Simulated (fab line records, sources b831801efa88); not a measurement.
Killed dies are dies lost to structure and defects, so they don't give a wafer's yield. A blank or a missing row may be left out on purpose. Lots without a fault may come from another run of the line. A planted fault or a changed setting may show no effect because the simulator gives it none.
fab line records | flow sky130 | part 1 of 2: steps 1 to 27 of 41
record lots=5 wafers=15 last_day=49
route steps=708 shown CONTACT@431 METAL1@434 VIA1@458
lots that met no fault: from a run of the same line without faults
start_h: hours from the record's first day to the start of the lot's first wafer shown | wait_h: hours since the lot's step before | " the same as in the row above | L1.1+2: a row that stands for several wafers | - no value, or no start given | * or withheld: withheld | < > ~ a bound
route shown NAME@n: a module of which the file shows steps, and the number in the route of the first | usual: mean/standard deviation of fault-free wafers | same: alike in all rows | chamber/n: place in a boat | sites: the reading at each site | _std_site: their standard deviation | _edge_site: outer sites' mean less inner sites' | radius_mm: how far each site lies from the wafer's centre | mask NAME#n: copy n | behind: the tool/chamber that last shaped the wafer | hold: why the lot was held/for how many hours/how that ended | device: the transistor (n, p or np) that didn't switch | end of line: the same wafers' tests at the end of the route | a step without rows: its recipe alone | killed: dies lost to structure and defects at the first sort, not the wafer's yield | map: a wafer's dies, x killed, . not, _ none there
set.NAME: the setting as run; set.NAME@STEP: as run at that earlier step | model.NAME: the simulator's own value behind a step, which no gauge read
lots at some steps of the route; a table a step, a row a wafer
services: from which hour (start_h, from the record's first day; less than 0 if before it) a tool's chamber was out of use, for how many hours, and why
## steps
# step SKY_CONTACT_RS_MEAS_25
# recipe thk_meas_gauge=four-point-probe reads=W_of_CONTACT_CVD_24+TiN_of_CONTACT_SPUTTER_23
# usual CONTACT_W_RS=0.335/0.0058
# columns lot.wafer tool chamber start_h wait_h CONTACT_W_RS[ohm/sq]
L076.1 film_metro-03 - 748.82 0.1 0.335
L076.2 " - " " 0.331
L076.5 " - " " 0.335
L087.1 film_metro-01 - 830.03 0.1 0.329
L087.2 " - " " 0.345
L087.4 " - " " 0.328
L089.1 film_metro-02 - 853.07 0.1 0.339
L089.3 " - " " 0.340
L089.5 " - " " 0.339
L093.2 film_metro-01 - 879.14 0.1 0.336
L093.3 " - " " 0.331
L093.6 " - " " 0.330
L092.2 film_metro-02 - 879.39 0.1 0.333
L092.5 " - " " 0.333
L092.6 " - " " 0.346
# step SKY_CONTACT_THK_MEAS_26
# recipe thk_meas_gauge=xrf reads=W_of_CONTACT_CVD_24
# usual CONTACT_W_THK=330/8.2
# columns lot.wafer tool chamber start_h wait_h CONTACT_W_THK[nm]
L076.1 film_metro-03 - 748.94 0.1 339
L076.2 " - " " 345
L076.5 " - " " 341
L087.1 film_metro-01 - 830.15 0.1 331
L087.2 " - " " 317
L087.4 " - " " 334
L089.1 film_metro-02 - 853.19 0.1 325
L089.3 " - " " 326
L089.5 " - " " 326
L093.2 film_metro-01 - 879.25 0.1 326
L093.3 " - " " 330
L093.6 " - " " 328
L092.2 film_metro-02 - 879.50 0.1 334
L092.5 " - " " 333
L092.6 " - " " 321
# step SKY_CONTACT_CMP_27
# recipe stop_on=SiO2 t_overpolish_s=15 down_force_psi=3.5 platen_rpm=60 target_thk_nm=0 pad_velocity_m_s=0.94248
# usual motor_current_A=11.4/0.99 overpolish_run_s=14.999/0.0086 slurry_filter_dp_kPa=13.50/0.13 time_to_endpoint_s=81/3.4
# columns lot.wafer tool chamber start_h wait_h motor_current_A overpolish_run_s slurry_filter_dp_kPa time_to_endpoint_s
L076.1 cmp-01 2 749.00 0.1 13.6 15.007 13.60 86
L076.2 " 0 " " 11.4 14.996 13.52 86
L076.5 " 2 " " 12.6 14.995 13.80 88
L087.4 cmp-01 0 830.26 0.1 10.8 14.997 13.47 80
L087.1 " 1 " " 11.8 14.989 13.49 82
L087.2 " 2 " " 12.1 15.000 13.70 79
L089.3 cmp-01 3 853.25 0.0 11.9 15.003 13.53 79
L089.1 " 2 " " 12.5 14.995 13.32 78
L089.5 " 0 " " 10.9 15.001 13.56 81
L093.2 cmp-02 0 879.35 0.1 9.6 14.984 13.26 86
L093.3 " 1 " " 11.5 14.997 13.35 90
L093.6 " 0 " " 9.5 14.996 13.35 84
L092.2 cmp-02 0 879.75 0.2 10.5 15.002 13.21 83
L092.6 " 1 " " 11.8 15.012 13.31 83
L092.5 " 2 " " 12.3 14.999 13.42 82
# step SKY_METAL1_SPUTTER_00
# recipe material=Ti target_thk_nm=15 power_w=3000 time_s=10 chamber_pressure_pa=0.4
# usual throttle_valve_pct=30.2/1.4
# columns lot.wafer tool chamber start_h wait_h throttle_valve_pct
L076.1 pvd_sputter-01 - 749.30 0.2 31.5
L076.2 " - " " 29.7
L076.5 " - " " 29.2
L087.1 pvd_sputter-03 - 830.51 0.1 28.2
L087.2 " - " " 33.0
L087.4 " - " " 28.7
L089.1 pvd_sputter-03 - 853.55 0.1 28.3
L089.3 " - " " 28.6
L089.5 " - " " 28.2
L093.2 pvd_sputter-03 - 879.60 0.2 28.4
L093.3 " - " " 30.7
L093.6 " - " " 28.2
L092.2 pvd_sputter-04 - 879.90 0.1 30.4
L092.5 " - " " 30.4
L092.6 " - " " 29.8
# step SKY_METAL1_SPUTTER_01
# recipe material=TiN target_thk_nm=20 power_w=6500 time_s=16.7 chamber_pressure_pa=0.4
# usual throttle_valve_pct=30.2/1.4
# columns lot.wafer tool chamber start_h wait_h throttle_valve_pct
L076.1 pvd_sputter-01 - 749.32 0.0 31.5
L076.2 " - " " 29.8
L076.5 " - " " 29.5
L087.1 pvd_sputter-03 - 830.53 0.0 28.3
L087.2 " - " " 33.1
L087.4 " - " " 28.5
L089.1 pvd_sputter-03 - 853.57 0.0 28.3
L089.3 " - " " 28.5
L089.5 " - " " 28.6
L093.2 pvd_sputter-03 - 879.62 0.0 28.3
L093.3 " - " " 30.8
L093.6 " - " " 28.4
L092.2 pvd_sputter-04 - 879.92 0.0 30.7
L092.5 " - " " 30.7
L092.6 " - " " 29.8
# step SKY_METAL1_SPUTTER_02
# recipe material=AlCu target_thk_nm=250 power_w=10600 time_s=13.3 chamber_pressure_pa=0.4
# usual throttle_valve_pct=30.2/1.4
# columns lot.wafer tool chamber start_h wait_h throttle_valve_pct
L076.1 pvd_sputter-01 - 749.35 0.0 31.4
L076.2 " - " " 29.9
L076.5 " - " " 29.7
L087.1 pvd_sputter-03 - 830.56 0.0 28.1
L087.2 " - " " 33.0
L087.4 " - " " 28.5
L089.1 pvd_sputter-03 - 853.60 0.0 28.2
L089.3 " - " " 28.4
L089.5 " - " " 28.6
L093.2 pvd_sputter-03 - 879.65 0.0 28.1
L093.3 " - " " 30.3
L093.6 " - " " 28.3
L092.2 pvd_sputter-04 - 879.95 0.0 30.6
L092.5 " - " " 30.6
L092.6 " - " " 29.6
# step SKY_METAL1_SPUTTER_03
# recipe material=Ti target_thk_nm=5 power_w=3000 time_s=3.3 chamber_pressure_pa=0.4
# usual throttle_valve_pct=30.2/1.3
# columns lot.wafer tool chamber start_h wait_h throttle_valve_pct
L076.1 pvd_sputter-01 - 749.37 0.0 31.5
L076.2 " - " " 29.8
L076.5 " - " " 29.5
L087.1 pvd_sputter-03 - 830.58 0.0 28.3
L087.2 " - " " 32.9
L087.4 " - " " 28.5
L089.1 pvd_sputter-03 - 853.62 0.0 28.3
L089.3 " - " " 28.6
L089.5 " - " " 28.6
L093.2 pvd_sputter-03 - 879.67 0.0 28.0
L093.3 " - " " 30.7
L093.6 " - " " 28.3
L092.2 pvd_sputter-04 - 879.97 0.0 30.7
L092.5 " - " " 30.8
L092.6 " - " " 30.0
# step SKY_METAL1_SPUTTER_04
# recipe material=TiN target_thk_nm=70 power_w=6500 time_s=58.3 chamber_pressure_pa=0.4
# usual throttle_valve_pct=30.2/1.4
# columns lot.wafer tool chamber start_h wait_h throttle_valve_pct
L076.1 pvd_sputter-01 - 749.39 0.0 31.4
L076.2 " - " " 29.9
L076.5 " - " " 29.6
L087.1 pvd_sputter-03 - 830.60 0.0 28.3
L087.2 " - " " 32.9
L087.4 " - " " 28.4
L089.1 pvd_sputter-03 - 853.64 0.0 28.2
L089.3 " - " " 28.4
L089.5 " - " " 28.5
L093.2 pvd_sputter-03 - 879.69 0.0 28.3
L093.3 " - " " 30.6
L093.6 " - " " 28.7
L092.2 pvd_sputter-04 - 879.99 0.0 30.7
L092.5 " - " " 30.9
L092.6 " - " " 29.6
# step SKY_METAL1_RS_MEAS_05
# recipe thk_meas_gauge=four-point-probe reads=TiN_of_METAL1_SPUTTER_04+Ti_of_METAL1_SPUTTER_03+AlCu_of_METAL1_SPUTTER_02+TiN_of_METAL1_SPUTTER_01+Ti_of_METAL1_SPUTTER_00
# usual METAL1_ALCU_RS=0.1272/0.0012
# columns lot.wafer tool chamber start_h wait_h METAL1_ALCU_RS[ohm/sq]
L076.1 film_metro-03 - 749.44 0.0 0.1261
L076.2 " - " " 0.1269
L076.5 " - " " 0.1276
L087.1 film_metro-01 - 830.65 0.0 0.1286
L087.2 " - " " 0.1276
L087.4 " - " " 0.1291
L089.1 film_metro-04 - 853.69 0.0 0.1261
L089.3 " - " " 0.1251
L089.5 " - " " 0.1258
L093.2 film_metro-04 - 879.76 0.0 0.1255
L093.3 " - " " 0.1263
L093.6 " - " " 0.1263
L092.2 film_metro-04 - 880.06 0.0 0.1280
L092.5 " - " " 0.1267
L092.6 " - " " 0.1280
# step SKY_METAL1_THK_MEAS_06
# recipe thk_meas_gauge=xrf reads=AlCu_of_METAL1_SPUTTER_02
# usual METAL1_ALCU_THK=248.2/2.7
# columns lot.wafer tool chamber start_h wait_h METAL1_ALCU_THK[nm]
L076.1 film_metro-03 - 749.56 0.1 249.6
L076.2 " - " " 250.9
L076.5 " - " " 247.7
L087.1 film_metro-01 - 830.77 0.1 244.9
L087.2 " - " " 245.6
L087.4 " - " " 242.7
L089.1 film_metro-04 - 853.81 0.1 249.2
L089.3 " - " " 251.3
L089.5 " - " " 250.9
L093.2 film_metro-04 - 879.87 0.1 250.1
L093.3 " - " " 247.9
L093.6 " - " " 248.3
L092.2 film_metro-04 - 880.17 0.1 245.6
L092.5 " - " " 246.4
L092.6 " - " " 245.3
# step SKY_METAL1_DEHYDRATE_07
# recipe temp_c=200 time_s=60
# columns lot.wafer tool chamber start_h wait_h
L076.1+2+5 litho_track-04 0 763.48 13.9
L087.1+2+4 litho_track-04 0 843.33 12.5
L089.1+3+5 litho_track-01 0 864.65 10.8
L093.2+3+6 litho_track-04 0 889.75 9.9
L092.2+5+6 litho_track-01 0 890.83 10.6
# step SKY_METAL1_HMDS_08
# recipe prime_time_s=60 prime_temp_c=120
# usual prime_temp_c=120.00/0.13
# columns lot.wafer tool chamber start_h wait_h prime_temp_c
L076.1 litho_track-04 0 763.63 0.1 120.04
L076.2 " 0 " " 119.87
L076.5 " 0 " " 119.92
L087.1 litho_track-04 0 843.48 0.1 120.20
L087.2 " 0 " " 120.04
L087.4 " 0 " " 120.15
L089.1 litho_track-01 0 864.80 0.1 119.86
L089.3 " 0 " " 119.98
L089.5 " 0 " " 119.90
L093.2 litho_track-04 0 889.90 0.1 120.19
L093.3 " 0 " " 119.91
L093.6 " 0 " " 120.23
L092.2 litho_track-01 0 890.98 0.1 120.01
L092.5 " 0 " " 120.01
L092.6 " 0 " " 120.18
# step SKY_METAL1_COAT_09
# recipe resist=BARC temp_c=withheld time_s=withheld spin_rpm=3000 resist_thk_nm=60
# columns lot.wafer tool chamber start_h wait_h
L076.1+2+5 litho_track-04 0 763.78 0.1
L087.1+2+4 litho_track-04 0 843.63 0.1
L089.1+3+5 litho_track-01 0 864.95 0.1
L093.2+3+6 litho_track-04 0 890.05 0.1
L092.2+5+6 litho_track-01 0 891.13 0.1
# step SKY_METAL1_COAT_10
# recipe resist=KrF-thick spin_rpm=3000 resist_thk_nm=450
# columns lot.wafer tool chamber start_h wait_h
L076.1+2+5 litho_track-04 0 - -
L087.1+2+4 litho_track-04 0 - -
L089.1+3+5 litho_track-01 0 - -
L093.2+3+6 litho_track-04 0 - -
L092.2+5+6 litho_track-01 0 - -
# step SKY_METAL1_SOFTBAKE_11
# recipe temp_c=100 time_s=90 resist=KrF-thick
# columns lot.wafer tool chamber start_h wait_h
L076.1+2+5 litho_track-04 0 - -
L087.1+2+4 litho_track-04 0 - -
L089.1+3+5 litho_track-01 0 - -
L093.2+3+6 litho_track-04 0 - -
L092.2+5+6 litho_track-01 0 - -
# step SKY_METAL1_EXPOSE_12
# recipe mask_id=MM1 na=0.8 source_shape=annular sigma_inner=0.55 sigma_outer=0.85 target_cd_nm=140 dose_mj=28
# columns lot.wafer tool chamber start_h wait_h mask
L076.1+2+5 krf_scanner-01 0 - - MM1#0
L087.1+2+4 krf_scanner-01 0 - - MM1#0
L089.1+3+5 krf_scanner-02 0 - - MM1#0
L093.2+3+6 krf_scanner-01 0 - - MM1#0
L092.2+5+6 krf_scanner-02 0 - - MM1#0
# step SKY_METAL1_PEB_13
# recipe peb_temp_c=withheld peb_time_s=withheld resist=KrF-thick
# columns lot.wafer tool chamber start_h wait_h
L076.1+2+5 litho_track-01 0 - -
L087.1+2+4 litho_track-04 0 - -
L089.1+3+5 litho_track-01 0 - -
L093.2+3+6 litho_track-04 0 - -
L092.2+5+6 litho_track-04 0 - -
# step SKY_METAL1_DEVELOP_14
# recipe develop_time_s=60 resist=KrF-thick dev_temp_c=20.62
# columns lot.wafer tool chamber start_h wait_h
L076.1+2+5 litho_track-01 0 - -
L087.1+2+4 litho_track-04 0 - -
L089.1+3+5 litho_track-01 0 - -
L093.2+3+6 litho_track-04 0 - -
L092.2+5+6 litho_track-04 0 - -
# step SKY_METAL1_CD_MEAS_15
# recipe target_cd_nm=140
# usual cd_nm=140.5/1.8
# columns lot.wafer tool chamber start_h wait_h cd_nm
L076.1 cd_sem-01 - 776.40 - 143.7
L076.2 " - " " 142.3
L076.5 " - " " 141.9
L087.1 cd_sem-02 - 856.33 - 141.0
L087.2 " - " " 140.8
L087.4 " - " " 140.4
L089.1 cd_sem-01 - 879.20 - 139.8
L089.3 " - " " 140.7
L089.5 " - " " 140.7
L093.2 cd_sem-02 - 903.90 - 138.2
L093.3 " - " " 136.0
L093.6 " - " " 135.5
L092.2 cd_sem-02 - 905.05 - 142.5
L092.5 " - " " 143.0
L092.6 " - " " 140.9
# step SKY_METAL1_OVL_MEAS_16
# usual METAL1_OVL=1/5.1
# columns lot.wafer tool chamber start_h wait_h METAL1_OVL[nm]
L076.1 overlay-02 - 776.52 0.1 -1
L076.2 " - " " 7
L076.5 " - " " 3
L087.1 overlay-02 - 856.45 0.1 -7
L087.2 " - " " -5
L087.4 " - " " -4
L089.1 overlay-02 - 879.32 0.1 0
L089.3 " - " " 4
L089.5 " - " " -5
L093.2 overlay-01 - 904.00 0.1 2
L093.3 " - " " -4
L093.6 " - " " 2
L092.2 overlay-02 - 905.15 0.1 -2
L092.5 " - " " 2
L092.6 " - " " 4
# step SKY_METAL1_DESCUM_17
# recipe chemistry=O2 source_power_w=150 bias_power_w=0 pressure_mtorr=10 temp_c=40 time_s=8
# usual drypump_motor_current_A=5.6/0.35 oes_product_au=0.998/0.0072 temp_c=40.01/0.12
# columns lot.wafer tool chamber start_h wait_h drypump_motor_current_A oes_product_au rf_hours_counter_h temp_c
L076.1 rie_metal-01 0 776.56 0.0 5.4 1.004 11 39.83
L076.2 " 1 " " 5.3 1.012 6 39.85
L076.5 " 1 " " 5.3 0.991 - 40.07
L087.1 rie_metal-02 0 856.48 0.0 5.6 0.993 7 39.77
L087.2 " 1 " " 6.0 0.991 1 40.11
L087.4 " 0 " " 5.6 0.997 - 40.00
L089.1 rie_metal-02 0 879.36 0.0 5.6 0.994 7 40.09
L089.3 " 1 " " 6.0 0.982 - 40.04
L089.5 " 1 " " 6.0 0.994 - 39.82
L093.2 rie_metal-03 1 904.03 0.0 6.4 0.989 11 40.01
L093.3 " 0 " " 5.4 1.001 - 39.86
L093.6 " 0 " " 5.5 1.003 - 39.96
L092.2 rie_metal-01 1 905.18 0.0 5.3 0.996 11 40.07
L092.5 " 0 " " 5.4 1.006 - 40.06
L092.6 " 1 " " 5.3 0.997 - 40.14
# step SKY_METAL1_ETCH_18
# recipe chemistry=N2/H2 target=BARC ion_energy_ev=200 bias_w=100 pressure_mtorr=30 n2_flow_sccm=100 h2_flow_sccm=200 icp_w=500 stop_on=SiO2 time_s=45.9 target_depth_a=600
# usual drypump_motor_current_A=5.6/0.35 oes_product_au=0.854/0.005 throttle_valve_pct=13.224/0.0089
# columns lot.wafer tool chamber start_h wait_h drypump_motor_current_A oes_product_au rf_hours_counter_h throttle_valve_pct
L076.1 rie_metal-01 0 776.59 0.0 5.5 0.855 11 13.213
L076.2 " 1 " " 5.3 0.853 6 13.238
L076.5 " 1 " " 5.3 0.846 - 13.238
L087.1 rie_metal-02 0 856.51 0.0 5.6 0.856 7 13.210
L087.2 " 1 " " 6.0 0.858 1 13.237
L087.4 " 0 " " 5.6 0.851 - 13.224
L089.1 rie_metal-02 0 879.39 0.0 5.6 0.851 7 13.223
L089.3 " 1 " " 6.0 0.855 - 13.234
L089.5 " 1 " " 6.1 0.852 - 13.228
L093.2 rie_metal-03 1 904.06 0.0 6.4 0.861 11 13.228
L093.3 " 0 " " 5.5 0.858 - 13.222
L093.6 " 0 " " 5.5 0.854 - 13.235
L092.2 rie_metal-01 1 905.21 0.0 5.3 0.854 11 13.237
L092.5 " 0 " " 5.4 0.859 - 13.218
L092.6 " 1 " " 5.3 0.846 - 13.232
# step SKY_METAL1_METAL_ETCH_19
# recipe target_depth_a=3600 stop_on=SiO2 over_etch_frac=0.3 time_s=78 chemistry=Cl2/BCl3 resist_sidewall_deg=88 pressure_mtorr=10 icp_w=900 bias_w=48.5 Cl2_flow_sccm=60 bcl3_flow_sccm=30
# usual drypump_motor_current_A=5.6/0.34 oes_product_au=0.854/0.0061 throttle_valve_pct=22.265/0.0093
# same over_etch_frac=0.3
# columns lot.wafer tool chamber start_h wait_h drypump_motor_current_A oes_product_au rf_hours_counter_h throttle_valve_pct
L076.1 rie_metal-01 0 776.65 0.0 5.4 0.864 11 22.260
L076.2 " 1 " " 5.3 0.854 6 22.256
L076.5 " 1 " " 5.3 0.863 - 22.256
L087.1 rie_metal-02 0 856.58 0.0 5.6 0.845 7 22.255
L087.2 " 1 " " 6.0 0.846 1 22.255
L087.4 " 0 " " 5.6 0.848 - 22.259
L089.1 rie_metal-02 0 879.45 0.0 5.6 0.849 7 22.266
L089.3 " 1 " " 6.0 0.854 - 22.259
L089.5 " 1 " " 6.0 0.853 - 22.262
L093.2 rie_metal-03 1 904.13 0.0 6.3 0.857 11 22.268
L093.3 " 0 " " 5.4 0.846 - 22.265
L093.6 " 0 " " 5.4 0.860 - 22.262
L092.2 rie_metal-01 1 905.28 0.0 5.3 0.857 11 22.269
L092.5 " 0 " " 5.4 0.854 - 22.270
L092.6 " 1 " " 5.3 0.854 - 22.257
# step SKY_METAL1_STRIP_20
# recipe chemistry=O2/N2 power_w=1400 pressure_mtorr=1500 platen_temp_c=withheld o2_flow_sccm=3000 n2_flow_sccm=300 overash_fraction=0.5
# usual drypump_motor_current_A=5.9/0.49 oes_product_au=0.343/0.0049 strip_time_to_endpoint_s=2.699/0.029
# columns lot.wafer tool chamber start_h wait_h drypump_motor_current_A oes_product_au rf_hours_counter_h strip_time_to_endpoint_s
L076.1 plasma_asher-03 0 776.74 0.1 5.5 0.342 87 2.669
L076.2 " 1 " " 6.5 0.337 87 2.695
L076.5 " 0 " " 5.5 0.338 - 2.675
L087.1 plasma_asher-04 1 856.67 0.1 5.1 0.356 42 2.760
L087.2 " 0 " " 6.2 0.348 42 2.718
L087.4 " 1 " " 5.2 0.342 - 2.737
L089.1 plasma_asher-04 0 879.54 0.1 6.1 0.339 44 2.691
L089.3 " 1 " " 5.1 0.326 - 2.714
L089.5 " 0 " " 6.2 0.346 - 2.698
L093.2 plasma_asher-01 0 904.22 0.1 5.5 0.339 81 2.704
L093.3 " 1 " " 6.4 0.334 - 2.700
L093.6 " 1 " " 6.4 0.346 - 2.704
L092.2 plasma_asher-03 1 905.37 0.1 6.5 0.337 99 2.701
L092.5 " 0 " " 5.5 0.339 - 2.653
L092.6 " 1 " " 6.4 0.345 - 2.682
# step SKY_METAL1_STRIP_21
# recipe chemistry=post_etch_residue_remover time_s=1200 temp_c=72.5
# usual temp_c=72.51/0.11
# columns lot.wafer tool chamber start_h wait_h temp_c
L076.1 wet_bench-04 2 776.84 0.1 72.43
L076.2 " 2 " " 72.48
L076.5 " 2 " " 72.33
L087.1 wet_bench-03 1 856.77 0.1 72.43
L087.2 " 1 " " 72.49
L087.4 " 1 " " 72.27
L089.1 wet_bench-03 3 879.64 0.1 72.67
L089.3 " 3 " " 72.69
L089.5 " 3 " " 72.71
L093.2 wet_bench-02 2 904.32 0.1 72.52
L093.3 " 2 " " 72.48
L093.6 " 2 " " 72.56
L092.2 wet_bench-04 0 905.47 0.1 72.31
L092.5 " 0 " " 72.36
L092.6 " 0 " " 72.40
# step SKY_METAL1_CLEAN_22
# recipe chemistry=IPA time_s=180 temp_c=25
# usual temp_c=25.02/0.11
# columns lot.wafer tool chamber start_h wait_h temp_c
L076.1 wet_bench-03 3 777.18 0.0 25.05
L076.2 " 3 " " 24.92
L076.5 " 3 " " 24.97
L087.1 wet_bench-04 0 857.11 0.0 25.05
L087.2 " 0 " " 24.86
L087.4 " 0 " " 24.85
L089.1 wet_bench-04 3 879.98 0.0 25.08
L089.3 " 3 " " 25.24
L089.5 " 3 " " 25.11
L093.2 wet_bench-04 0 904.66 0.0 25.07
L093.3 " 0 " " 25.02
L093.6 " 0 " " 25.12
L092.2 wet_bench-02 0 905.81 0.0 25.18
L092.5 " 0 " " 24.94
L092.6 " 0 " " 24.94
# step SKY_METAL1_CLEAN_23
# recipe chemistry=O3/DIW dry=n2_spin
# columns lot.wafer tool chamber start_h wait_h
L076.1+2+5 wet_bench-02 0 777.30 0.0
L087.1+2+4 wet_bench-03 2 857.17 0.0
L089.1+3+5 wet_bench-03 3 880.04 0.0
L093.2+3+6 wet_bench-02 2 904.72 0.0
L092.2+5+6 wet_bench-03 3 905.87 0.0
